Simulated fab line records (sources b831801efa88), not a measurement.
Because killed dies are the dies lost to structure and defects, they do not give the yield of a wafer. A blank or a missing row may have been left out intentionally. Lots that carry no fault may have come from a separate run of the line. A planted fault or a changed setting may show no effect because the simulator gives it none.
Split-lot study ; flow sfq line ; 23 wafers read from 5 lots, route of 325 steps

ON THE SPLIT
At SFQ_TRILAYER_M0_LITHO_COAT_021 (resist thk 600 nm), the setting resist thk nm was moved away from the recipe's 600 nm on 10 of the 23 wafers read, by -3.0% to +4.8%. All remaining wafers had this setting at the recipe value.

FROM THE SPLIT TO THE READING: what the file shows between them, 3 steps
- SFQ_TRILAYER_M0_LITHO_SOFTBAKE_025
- SFQ_TRILAYER_M0_LITHO_EXPOSE_022: exposes mask M0, target cd 500 nm
- SFQ_TRILAYER_M0_LITHO_DEVELOP_023: time 60 s

THE READING
KrF_of_TRILAYER_M0_LITHO_COAT_021.thk nm (the simulator's own value, which no gauge read), in nm, at SFQ_TRILAYER_M0_BARC_OPEN_METAL_ETCH_031 (etches BARC in O2, target depth 125 nm, time 41.7 s). No usual value for it is given in the file. Here, 13 wafers ran the recipe; their average is 522.5 nm with a standard deviation of 1.8 nm.

wafer;tool, chamber at the split;resist thk nm as run, nm;against the recipe;KrF_of_TRILAYER_M0_LITHO_COAT_021.thk nm, nm;against lot-mates on the recipe
L074.1;litho track-03, 0;614;+2.3%;535.2;+12.9
L074.2;litho track-03, 0;600;recipe;522.9;-
L074.3;litho track-03, 0;600;recipe;522.2;-
L074.4;litho track-03, 0;600;recipe;521.9;-
L074.5;litho track-03, 0;614;+2.3%;536.5;+14.2
L075.1;litho track-03, 0;600;recipe;523.7;-
L075.2;litho track-03, 0;600;recipe;522.4;-
L075.4;litho track-03, 0;600;recipe;524;-
L079.1;litho track-01, 0;600;recipe;519.7;-
L079.3;litho track-01, 0;600;recipe;518.8;-
L079.4;litho track-01, 0;600;recipe;521.1;-
L079.5;litho track-01, 0;582.3;-3.0%;502.6;-17.3
L079.6;litho track-01, 0;582.3;-3.0%;502.5;-17.4
L081.2;litho track-02, 0;588.8;-1.9%;515.1;-9.7
L081.3;litho track-02, 0;600;recipe;525.8;-
L081.4;litho track-02, 0;588.8;-1.9%;513;-11.8
L081.5;litho track-02, 0;600;recipe;523.9;-
L081.6;litho track-02, 0;588.8;-1.9%;515.6;-9.2
L084.1;litho track-01, 0;600;recipe;522.8;-
L084.2;litho track-01, 0;628.9;+4.8%;554.2;+31.1
L084.3;litho track-01, 0;628.9;+4.8%;555.6;+32.5
L084.4;litho track-01, 0;600;recipe;523.4;-
L084.5;litho track-01, 0;628.9;+4.8%;551.5;+28.4

FIT RESULTS
A straight line over all 23 wafers: KrF_of_TRILAYER_M0_LITHO_COAT_021.thk nm changes by +6.21 nm for each +1% of resist thk nm; r = +0.99; the points scatter about the line by 2.2 nm.
The same after taking each lot's own level away (the mean of its wafers on the recipe; 23 wafers): +6.13 nm for each +1%; r = +1.00; scatter 1.2 nm.
On that fit, the largest move of resist thk nm shifts the reading by 30 nm.
From 519.87 to 524.85 nm: that is the span of the lots' own levels, equal to 2.8 times the standard deviation above.
Hence the lot-to-lot level has little effect on the slope; both slopes agree.
Check: +29.4 nm against its lot-mates is what the line predicts for one of the wafers moved furthest among these (+4.8%) when that wafer is left out of the fit. It came out at +31.1 nm against them.

OTHER SPLITS APPLIED TO THESE WAFERS
Other splits were also applied to these wafers ahead of the reading. Each is held against what the fit with the lots' levels taken away leaves over:
other split on the same wafers;wafers away from the commonest value;r with KrF_of_TRILAYER_M0_LITHO_COAT_021.thk nm (lot level and that fit taken away)
SFQ_TRILAYER_L0_DEP_SPUTTER_003 time s;4;+0.24
SFQ_TRILAYER_L0_LITHO_COAT_005 resist thk nm;8;+0.12
SFQ_TRILAYER_L0_VIA_LITHO_PEB_016 peb temp c;7;-0.06

THE WHOLE CHAIN: every reading that the file lists as answering this split, in the file's order
step;what it does;reading;change (the file's fit);r (the file's)
SFQ_TRILAYER_M0_LITHO_COAT_021;resist thk 600 nm;KrF_of_TRILAYER_M0_LITHO_COAT_021.thk nm (the simulator's own value, which no gauge read);+5.89 nm for each +1% of the setting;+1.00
SFQ_TRILAYER_M0_BARC_OPEN_METAL_ETCH_031;etches BARC in O2, target depth 125 nm, time 41.7 s;KrF_of_TRILAYER_M0_LITHO_COAT_021.thk nm (the simulator's own value, which no gauge read);+6.11 nm for each +1% of the setting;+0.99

FILE'S OWN FIT
KrF_of_TRILAYER_M0_LITHO_COAT_021.thk nm changes by +6.11 nm for each +1% of resist thk nm, r = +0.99.
